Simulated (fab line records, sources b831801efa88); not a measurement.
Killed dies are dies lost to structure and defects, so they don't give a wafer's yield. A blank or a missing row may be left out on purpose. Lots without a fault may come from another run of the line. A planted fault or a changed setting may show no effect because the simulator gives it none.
Chamber matching | flow gf180mcu | GF_V2_CMP_26 on cmp-01: 4 sister chambers
The step polishes, stops on SiO2, t overpolish 15 s, target thk 0 nm. 14 wafers are shown with their chamber, then 6 later ones without.

WAFERS WITH THEIR CHAMBER
wafer  | chamber | motor_current_A (A) | time_to_endpoint_s (s) | platen_rpm (rpm)
L582.2 | 0       | 9.6                 | 93                     | 59.97
L582.4 | 3       | 11.2                | 87                     | 59.99
L588.1 | 1       | 9.7                 | 82                     | 59.97
L588.4 | 3       | 10.9                | 81                     | 59.94
L588.6 | 2       | 11.0                | 82                     | 60.00
L589.3 | 3       | 11.2                | 82                     | 60.04
L589.4 | 1       | 10.2                | 82                     | 60.00
L589.6 | 3       | 11.1                | 81                     | 59.90
L590.1 | 3       | 11.3                | 85                     | 59.97
L590.3 | 0       | 10.1                | 91                     | 60.00
L590.6 | 2       | 10.7                | 86                     | 59.99
L594.1 | 1       | 10.2                | 83                     | 59.97
L594.2 | 0       | 10.2                | 88                     | 60.05
L594.4 | 2       | 10.7                | 83                     | 60.03

SIGNATURES (means of the wafers above)
reading            | chamber 0 | chamber 1 | chamber 2 | chamber 3 | scatter within a chamber
motor_current_A    | 9.967     | 10.033    | 10.800    | 11.140    | 0.229
time_to_endpoint_s | 90.67     | 82.33     | 83.67     | 83.20     | 2.25
platen_rpm         | 60.0067   | 59.9800   | 60.0067   | 59.9680   | 0.0398
Rule: a wafer's distance from a chamber is the root of the sum, over the readings, of the square of ((its reading less the chamber's mean) divided by the reading's scatter). The wafer belongs to the nearest chamber; if the next one is less than 2 further off, it can't be placed. The scatter: the root of (the sum of the squares of (reading less its chamber's mean) over the shown wafers, divided by (wafers less chambers)).

WAFERS WITHOUT THEIR CHAMBER
wafer  | motor_current_A (A) | time_to_endpoint_s (s) | platen_rpm (rpm)
L598.1 | 11.3                | 78                     | 60.03
L598.5 | 9.9                 | 88                     | 59.95
L598.6 | 10.5                | 83                     | 60.02
L599.3 | 9.7                 | 87                     | 59.95
L599.4 | 9.8                 | 87                     | 59.99
L599.6 | 9.8                 | 88                     | 59.99

WHICH CHAMBER EACH WENT THROUGH
wafer  | from the rows above          | in truth
L598.1 | can't be placed: 3 or 2      | 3
L598.5 | can't be placed: 0 or 1      | 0
L598.6 | can't be placed: 2 or 1 or 3 | 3
L599.3 | can't be placed: 0 or 1      | 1
L599.4 | can't be placed: 0 or 1      | 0
L599.6 | can't be placed: 0 or 1      | 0
Placed correctly: 0 of 6. Can't be placed from these rows: 6 (the true chamber is among the candidates in 6). Placed wrongly: 0.
